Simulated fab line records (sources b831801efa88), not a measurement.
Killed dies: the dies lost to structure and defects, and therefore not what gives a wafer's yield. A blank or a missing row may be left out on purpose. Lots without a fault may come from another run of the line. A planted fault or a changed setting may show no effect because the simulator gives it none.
fab line records + flow sky130
[record]
- lots = 14
- wafers = 42
- last_day = 50
route steps=708 shown SD_P@324 CONTACT@407 VIA1@478 PASSIVATION@692
lots that met no fault: from a run of the same line without faults
start_h: hours from the record's first day to the start of the lot's first wafer shown + wait_h: how many hours have passed since the lot's step before this one + " as in the row above + L1.1+2: one row covering several wafers at once + - no value, or no start given + * or withheld: withheld + < > ~ a bound
route shown NAME@n: names a module that has steps shown in the file, with the first one's number in the route + usual: mean/standard deviation of fault-free wafers + same: alike in all rows + chamber/n: place in a boat + sites: readings site by site + _std_site: standard deviation of those values + _edge_site: outer sites' mean less inner sites' + radius_mm: for every site, how far away it sits from the centre of the wafer + mask NAME#n: copy n + behind: the last tool/chamber to shape the wafer + hold: the reason the lot was held/the length of the hold in hours/how it ended + device: names the non-switching transistor (n, p or np) + end of line: the route-end tests of the same wafers + where a step has no rows: the recipe by itself + killed: at the first sort, the dies lost to defects and structure; wafer yield is something else + map: per-die view of a wafer (x killed, . not killed, _ where there is no die)
set.NAME: setting as actually run; set.NAME@STEP: the setting as run at that earlier step + model.NAME: the simulator's own value behind a step, which no gauge read
steps of the route over a sample of lots; a table a step, a row a wafer
services: from which hour (start_h, from the record's first day; less than 0 if before it) a tool's chamber was out of use, for how many hours, and why
[[steps]]
[step SKY_SD_P_EXPOSE_04]
[recipe]
- mask_id = PSDM
- na = 0.6
- source_shape = conventional
- sigma_outer = 0.6
- polarization = unpolarized
- target_cd_nm = 380
- dose_mj = 138
[usual]
- exposure_dose_mJ_cm2 = 137.96/0.14
- focus_offset_nm = 0.0/0.58
- stage_vel_mm_s = 499.97/0.23
| lot.wafer | tool             | chamber | start_h | wait_h | mask   | exposure_dose_mJ_cm2 | focus_offset_nm | stage_vel_mm_s |
|-----------|------------------|---------|---------|--------|--------|----------------------|-----------------|----------------|
| L186.2    | iline_stepper-02 | 0       | 574.04  | -      | PSDM#0 | 137.82               | 0.0             | 500.11         |
| L186.3    | "                | 0       | "       | "      | PSDM#0 | 137.72               | -0.2            | 500.25         |
| L186.5    | "                | 0       | "       | "      | PSDM#0 | 137.90               | -0.2            | 500.03         |
| L187.4    | iline_stepper-02 | 0       | 579.64  | -      | PSDM#0 | 138.06               | 0.1             | 499.77         |
| L187.5    | "                | 0       | "       | "      | PSDM#0 | 138.06               | -0.2            | 500.32         |
| L187.6    | "                | 0       | "       | "      | PSDM#0 | 138.24               | 0.2             | 499.86         |
| L189.1    | iline_stepper-02 | 0       | 591.26  | -      | PSDM#0 | 138.10               | -0.2            | 500.02         |
| L189.3    | "                | 0       | "       | "      | PSDM#0 | 137.98               | 0.1             | 500.11         |
| L189.6    | "                | 0       | "       | "      | PSDM#0 | 137.98               | -1.2            | 499.95         |
| L194.3    | iline_stepper-02 | -       | 649.11  | -      | PSDM#0 | -                    | -               | -              |
| L194.4    | "                | -       | "       | "      | PSDM#0 | -                    | -               | -              |
| L194.5    | "                | -       | "       | "      | PSDM#0 | -                    | -               | -              |
| L195.1    | iline_stepper-02 | -       | 653.23  | -      | PSDM#0 | -                    | -               | -              |
| L195.4    | "                | -       | "       | "      | PSDM#0 | -                    | -               | -              |
| L195.6    | "                | -       | "       | "      | PSDM#0 | -                    | -               | -              |
| L196.3    | iline_stepper-01 | 0       | 657.84  | -      | PSDM#0 | 137.95               | -0.1            | 499.99         |
| L196.4    | "                | 0       | "       | "      | PSDM#0 | 137.95               | -1.3            | 500.38         |
| L196.6    | "                | 0       | "       | "      | PSDM#0 | 137.86               | -0.2            | 500.05         |
| L202.2    | iline_stepper-01 | 0       | 707.22  | -      | PSDM#0 | 137.94               | -0.8            | 500.41         |
| L202.4    | "                | 0       | "       | "      | PSDM#0 | 137.65               | -0.6            | 499.96         |
| L202.5    | "                | 0       | "       | "      | PSDM#0 | 137.97               | -0.6            | 499.76         |
| L203.4    | iline_stepper-01 | 0       | 714.70  | -      | PSDM#0 | 137.83               | 0.2             | 499.51         |
| L203.5    | "                | 0       | "       | "      | PSDM#0 | 137.72               | 0.6             | 499.81         |
| L203.6    | "                | 0       | "       | "      | PSDM#0 | 137.88               | 1.2             | 499.90         |
| L204.3    | iline_stepper-02 | 0       | 724.22  | -      | PSDM#0 | 137.76               | -0.3            | 500.00         |
| L204.4    | "                | 0       | "       | "      | PSDM#0 | 138.05               | -0.2            | 500.22         |
| L204.6    | "                | 0       | "       | "      | PSDM#0 | 137.92               | -0.6            | 500.27         |
| L205.1    | iline_stepper-01 | 0       | 729.89  | -      | PSDM#0 | 137.94               | 0.1             | 499.99         |
| L205.5    | "                | 0       | "       | "      | PSDM#0 | 137.97               | 0.2             | 499.66         |
| L205.6    | "                | 0       | "       | "      | PSDM#0 | 137.92               | 0.7             | 499.55         |
| L206.1    | iline_stepper-02 | 0       | 736.12  | -      | PSDM#0 | 137.85               | 0.4             | 500.07         |
| L206.2    | "                | 0       | "       | "      | PSDM#0 | 137.99               | 0.5             | 499.72         |
| L206.3    | "                | 0       | "       | "      | PSDM#0 | 137.87               | 0.2             | 500.25         |
| L207.3    | iline_stepper-02 | 0       | 746.73  | -      | PSDM#0 | 137.95               | 0.8             | 500.03         |
| L207.4    | "                | 0       | "       | "      | PSDM#0 | 137.99               | 0.7             | 500.01         |
| L207.5    | "                | 0       | "       | "      | PSDM#0 | 138.04               | -0.2            | 499.81         |
| L208.2    | iline_stepper-02 | 0       | 748.20  | -      | PSDM#0 | 138.08               | 0.5             | 499.70         |
| L208.4    | "                | 0       | "       | "      | PSDM#0 | 138.18               | 0.4             | 499.71         |
| L208.6    | "                | 0       | "       | "      | PSDM#0 | 138.18               | -0.2            | 500.09         |
| L209.1    | iline_stepper-01 | 0       | 755.77  | -      | PSDM#0 | 137.86               | -0.6            | 499.70         |
| L209.3    | "                | 0       | "       | "      | PSDM#0 | 138.06               | 0.0             | 499.84         |
| L209.6    | "                | 0       | "       | "      | PSDM#0 | 138.01               | 0.3             | 499.89         |
[step SKY_CONTACT_THK_MEAS_01]
[recipe]
- reads = Si3N4_of_CONTACT_CVD_00
[usual]
- CONTACT_CVD_00_THK = 74.6/1.1
| lot.wafer | tool          | chamber | start_h | wait_h | CONTACT_CVD_00_THK[nm] |
|-----------|---------------|---------|---------|--------|------------------------|
| L186.2    | film_metro-01 | -       | 709.88  | -      | 74.3                   |
| L186.3    | "             | -       | "       | "      | 73.3                   |
| L186.5    | "             | -       | "       | "      | 76.1                   |
| L187.4    | film_metro-04 | -       | 715.20  | -      | 74.9                   |
| L187.5    | "             | -       | "       | "      | 76.1                   |
| L187.6    | "             | -       | "       | "      | 76.6                   |
| L189.1    | film_metro-04 | -       | 724.20  | -      | 74.3                   |
| L189.3    | "             | -       | "       | "      | 75.7                   |
| L189.6    | "             | -       | "       | "      | 75.5                   |
| L194.3    | film_metro-01 | -       | 779.98  | -      | 74.5                   |
| L194.4    | "             | -       | "       | "      | 76.2                   |
| L194.5    | "             | -       | "       | "      | 76.0                   |
| L195.1    | film_metro-01 | -       | 781.73  | -      | 74.3                   |
| L195.4    | "             | -       | "       | "      | 75.5                   |
| L195.6    | "             | -       | "       | "      | 75.7                   |
| L196.3    | film_metro-04 | -       | 788.45  | -      | 73.7                   |
| L196.4    | "             | -       | "       | "      | 74.8                   |
| L196.6    | "             | -       | "       | "      | 74.6                   |
| L202.2    | film_metro-02 | -       | 832.47  | -      | 74.2                   |
| L202.4    | "             | -       | "       | "      | 73.3                   |
| L202.5    | "             | -       | "       | "      | 74.8                   |
| L203.4    | film_metro-02 | -       | 839.66  | -      | 74.4                   |
| L203.5    | "             | -       | "       | "      | 75.7                   |
| L203.6    | "             | -       | "       | "      | 74.3                   |
| L204.3    | film_metro-04 | -       | 848.00  | -      | 74.0                   |
| L204.4    | "             | -       | "       | "      | 75.0                   |
| L204.6    | "             | -       | "       | "      | 74.6                   |
| L205.1    | film_metro-01 | -       | 852.18  | -      | 74.6                   |
| L205.5    | "             | -       | "       | "      | 75.1                   |
| L205.6    | "             | -       | "       | "      | 75.1                   |
| L206.1    | film_metro-04 | -       | 859.90  | -      | 74.1                   |
| L206.2    | "             | -       | "       | "      | 74.4                   |
| L206.3    | "             | -       | "       | "      | 74.8                   |
| L207.3    | film_metro-02 | -       | 868.16  | -      | 75.2                   |
| L207.4    | "             | -       | "       | "      | 75.7                   |
| L207.5    | "             | -       | "       | "      | 74.6                   |
| L208.2    | film_metro-04 | -       | 870.45  | -      | 72.7                   |
| L208.4    | "             | -       | "       | "      | 75.9                   |
| L208.6    | "             | -       | "       | "      | 74.7                   |
| L209.1    | film_metro-04 | -       | 876.74  | -      | 74.5                   |
| L209.3    | "             | -       | "       | "      | 74.8                   |
| L209.6    | "             | -       | "       | "      | 75.1                   |
[step SKY_VIA1_SPUTTER_20]
[recipe]
- material = TiN
- target_thk_nm = 20
- chamber_pressure_pa = 5
- power_w = 4000
- time_s = 80
[usual]
- throttle_valve_pct = 30.3/1.1
| lot.wafer | tool           | chamber | start_h | wait_h | throttle_valve_pct |
|-----------|----------------|---------|---------|--------|--------------------|
| L186.2    | pvd_sputter-03 | -       | 795.46  | 0.0    | 30.2               |
| L186.3    | "              | -       | "       | "      | 29.7               |
| L186.5    | "              | -       | "       | "      | 28.8               |
| L187.4    | pvd_sputter-02 | -       | 804.09  | 0.0    | 29.3               |
| L187.5    | "              | -       | "       | "      | 31.1               |
| L187.6    | "              | -       | "       | "      | 28.6               |
| L189.1    | pvd_sputter-02 | -       | 809.61  | 0.0    | 28.9               |
| L189.3    | "              | -       | "       | "      | 29.5               |
| L189.6    | "              | -       | "       | "      | 31.3               |
| L194.3    | pvd_sputter-03 | -       | 863.47  | 0.0    | 31.1               |
| L194.4    | "              | -       | "       | "      | 30.1               |
| L194.5    | "              | -       | "       | "      | 31.1               |
| L195.1    | pvd_sputter-04 | -       | 864.35  | 0.0    | 29.1               |
| L195.4    | "              | -       | "       | "      | 31.7               |
| L195.6    | "              | -       | "       | "      | 28.9               |
| L196.3    | pvd_sputter-03 | -       | 871.54  | 0.0    | 30.4               |
| L196.4    | "              | -       | "       | "      | 29.3               |
| L196.6    | "              | -       | "       | "      | 31.2               |
| L202.2    | pvd_sputter-03 | -       | 914.35  | 0.0    | 31.4               |
| L202.4    | "              | -       | "       | "      | 29.5               |
| L202.5    | "              | -       | "       | "      | 29.8               |
| L203.4    | pvd_sputter-04 | -       | 921.52  | 0.0    | 31.1               |
| L203.5    | "              | -       | "       | "      | 31.7               |
| L203.6    | "              | -       | "       | "      | 31.5               |
| L204.3    | pvd_sputter-02 | -       | 930.24  | 0.0    | 31.2               |
| L204.4    | "              | -       | "       | "      | 29.3               |
| L204.6    | "              | -       | "       | "      | 29.3               |
| L205.1    | pvd_sputter-02 | -       | 934.95  | 0.0    | 28.7               |
| L205.5    | "              | -       | "       | "      | 29.4               |
| L205.6    | "              | -       | "       | "      | 30.8               |
| L206.1    | pvd_sputter-03 | -       | 940.10  | 0.0    | 30.4               |
| L206.2    | "              | -       | "       | "      | 28.9               |
| L206.3    | "              | -       | "       | "      | 31.2               |
| L207.3    | pvd_sputter-04 | -       | 949.72  | 0.0    | 30.9               |
| L207.4    | "              | -       | "       | "      | 31.2               |
| L207.5    | "              | -       | "       | "      | 31.3               |
| L208.2    | pvd_sputter-03 | -       | 952.01  | 0.0    | 29.7               |
| L208.4    | "              | -       | "       | "      | 31.1               |
| L208.6    | "              | -       | "       | "      | 30.3               |
| L209.1    | pvd_sputter-04 | -       | 958.70  | 0.0    | 31.6               |
| L209.3    | "              | -       | "       | "      | 31.9               |
| L209.6    | "              | -       | "       | "      | 30.8               |
[step SKY_PASSIVATION_ETCH_11]
[recipe]
- chemistry = CF4/O2
- target_depth_nm = 725
- stop_on = AlCu
- source_w = 800
- bias_w = 150
- pressure_mtorr = 150
- cf4_flow_sccm = 80
- O2_flow_sccm = 10
- time_s = 161.1
[usual]
- drypump_motor_current_A = 5.8/0.32
- oes_product_au = 0.978/0.0071
- throttle_valve_pct = 5.965/0.0089
| lot.wafer | tool        | chamber | start_h | wait_h | drypump_motor_current_A | oes_product_au | rf_hours_counter_h | throttle_valve_pct |
|-----------|-------------|---------|---------|--------|-------------------------|----------------|--------------------|--------------------|
| L186.2    | rie_diel-02 | 0       | 1055.17 | -      | 5.1                     | 0.970          | 12                 | 5.961              |
| L186.3    | "           | 2       | "       | "      | 5.8                     | 0.976          | 15                 | 5.973              |
| L186.5    | "           | 3       | "       | "      | 5.7                     | 0.982          | -                  | 5.964              |
| L187.4    | rie_diel-03 | 1       | 1060.24 | -      | 5.5                     | 0.979          | -                  | 5.965              |
| L187.5    | "           | 2       | "       | "      | 5.3                     | 0.984          | -                  | 5.954              |
| L187.6    | "           | 0       | "       | "      | 6.0                     | 0.986          | -                  | 5.973              |
| L189.1    | rie_diel-02 | 3       | 1066.97 | -      | 5.7                     | 0.974          | 13                 | 5.969              |
| L189.3    | "           | 1       | "       | "      | 5.7                     | 0.971          | 14                 | 5.957              |
| L189.6    | "           | 1       | "       | "      | 5.7                     | 0.984          | -                  | 5.965              |
| L194.3    | rie_diel-01 | 2       | 1109.77 | -      | 6.0                     | 0.977          | 4                  | 5.965              |
| L194.4    | "           | 1       | "       | "      | 6.2                     | 0.979          | 23                 | 5.961              |
| L194.5    | "           | 2       | "       | "      | 6.0                     | 0.977          | -                  | 5.966              |
| L195.1    | rie_diel-02 | 1       | 1111.72 | -      | 5.7                     | 0.972          | 15                 | 5.957              |
| L195.4    | "           | 3       | "       | "      | 5.7                     | 0.976          | 14                 | 5.970              |
| L195.6    | "           | 0       | "       | "      | 5.2                     | 0.994          | -                  | 5.956              |
| L196.3    | rie_diel-02 | 2       | 1118.58 | -      | 5.7                     | 0.971          | 17                 | 5.955              |
| L196.4    | "           | 0       | "       | "      | 5.1                     | 0.989          | 14                 | 5.969              |
| L196.6    | "           | 1       | "       | "      | 5.7                     | 0.972          | -                  | 5.967              |
| L202.2    | rie_diel-03 | 3       | 1150.82 | -      | 6.3                     | 0.978          | 23                 | 5.965              |
| L202.4    | "           | 1       | "       | "      | 5.5                     | 0.983          | 10                 | 5.960              |
| L202.5    | "           | 1       | "       | "      | 5.5                     | 0.974          | -                  | 5.968              |
| L203.4    | rie_diel-03 | 2       | 1152.77 | -      | 5.3                     | 0.963          | 17                 | 5.975              |
| L203.5    | "           | 1       | "       | "      | 5.5                     | 0.967          | -                  | 5.979              |
| L203.6    | "           | 0       | "       | "      | 6.1                     | 0.971          | -                  | 5.955              |
| L204.3    | rie_diel-01 | 0       | 1162.37 | -      | 6.3                     | 0.981          | 20                 | 5.976              |
| L204.4    | "           | 1       | "       | "      | 6.2                     | 0.979          | 24                 | 5.955              |
| L204.6    | "           | 2       | "       | "      | 6.0                     | 0.983          | -                  | 5.987              |
| L205.1    | rie_diel-01 | 2       | 1164.67 | -      | 6.0                     | 0.966          | 6                  | 5.982              |
| L205.5    | "           | 1       | "       | "      | 6.2                     | 0.968          | -                  | 5.962              |
| L205.6    | "           | 0       | "       | "      | 6.2                     | 0.973          | -                  | 5.966              |
| L206.1    | rie_diel-02 | 0       | 1169.82 | -      | 5.1                     | 0.972          | 15                 | 5.967              |
| L206.2    | "           | 3       | "       | "      | 5.7                     | 0.972          | 16                 | 5.962              |
| L206.3    | "           | 2       | "       | "      | 5.8                     | 0.967          | 19                 | 5.960              |
| L207.3    | rie_diel-02 | 2       | 1174.22 | -      | 5.8                     | 0.976          | 19                 | 5.973              |
| L207.4    | "           | 3       | "       | "      | 5.7                     | 0.979          | 16                 | 5.961              |
| L207.5    | "           | 0       | "       | "      | 5.1                     | 0.993          | -                  | 5.983              |
| L208.2    | rie_diel-02 | 0       | 1175.57 | -      | 5.2                     | 0.989          | 16                 | 5.975              |
| L208.4    | "           | 2       | "       | "      | 5.8                     | 0.986          | 19                 | 5.973              |
| L208.6    | "           | 1       | "       | "      | 5.7                     | 0.984          | -                  | 5.965              |
| L209.1    | rie_diel-01 | 3       | 1179.67 | -      | 5.5                     | 0.977          | 25                 | 5.968              |
| L209.3    | "           | 2       | "       | "      | 5.9                     | 0.987          | 7                  | 5.954              |
| L209.6    | "           | 2       | "       | "      | 6.0                     | 0.984          | -                  | 5.958              |
[[services]]
| tool             | chamber | start_h | hours | kind   |
|------------------|---------|---------|-------|--------|
| iline_stepper-02 | -       | 556.05  | 1.5   | repair |
| rie_diel-02      | 3       | 589.46  | 20.1  | repair |
| iline_stepper-02 | -       | 614.93  | 1.7   | pm     |
| rie_diel-02      | 1       | 657.53  | 8.8   | repair |
| rie_diel-02      | 1       | 714.07  | 28.0  | repair |
| rie_diel-02      | -       | 726.06  | 2.4   | repair |
| iline_stepper-02 | -       | 739.08  | 1.6   | repair |
| rie_diel-02      | 0       | 766.56  | 3.0   | repair |
| iline_stepper-02 | -       | 769.33  | 2.1   | pm     |
| iline_stepper-02 | -       | 823.18  | 5.5   | repair |
| iline_stepper-02 | -       | 833.07  | 1.7   | pm     |
| rie_diel-02      | 0       | 837.71  | 29.9  | repair |
| rie_diel-02      | 1       | 838.22  | 2.0   | repair |
| rie_diel-02      | 1       | 842.52  | 5.1   | repair |
| rie_diel-02      | 2       | 859.79  | 1.9   | repair |
| rie_diel-02      | 1       | 897.06  | 14.5  | repair |
| rie_diel-02      | 3       | 927.68  | 4.2   | repair |
| rie_diel-02      | 0       | 974.20  | 7.0   | repair |
| rie_diel-02      | 1       | 975.35  | 4.3   | repair |
| iline_stepper-02 | -       | 1051.25 | 1.7   | pm     |
| iline_stepper-02 | -       | 1068.06 | 3.0   | repair |
| rie_diel-02      | 0       | 1106.02 | 1.5   | repair |
| rie_diel-02      | 0       | 1124.18 | 2.1   | repair |
| iline_stepper-02 | -       | 1140.73 | 8.0   | repair |
[[key]]
[first_sign]
- step = SKY_SD_P_EXPOSE_04
- reading = tool_record
- direction = missing
effect none on later readings
met_at SKY_SD_P_EXPOSE_04
struck_lots L194,L195
sort_left_out L194.3,L194.4,L194.5,L195.1,L195.4,L195.6
tester_left_out L194,L195
not_acting_at SKY_CONTACT_THK_MEAS_01,SKY_VIA1_SPUTTER_20,SKY_PASSIVATION_ETCH_11
onset_between 591.26 649.11
[fault]
- kind = skipped_step_whole
- tool = iline_stepper-02
- chamber = -
- onset_h = 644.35
- steps = SKY_SD_P_EXPOSE_04
- scope = struck_lots_only
// tester_left_out: of these lots the tester's yield and bins aren't shown, on N5 and GAA mostly nor the transistor test; their killed dies are dies lost to structure and defects alone, not to doping, threshold or leakage, so they don't give the yield
// sort_left_out: the simulated sort isn't trusted on such a fault, so these wafers' sort isn't shown, and their yield isn't known
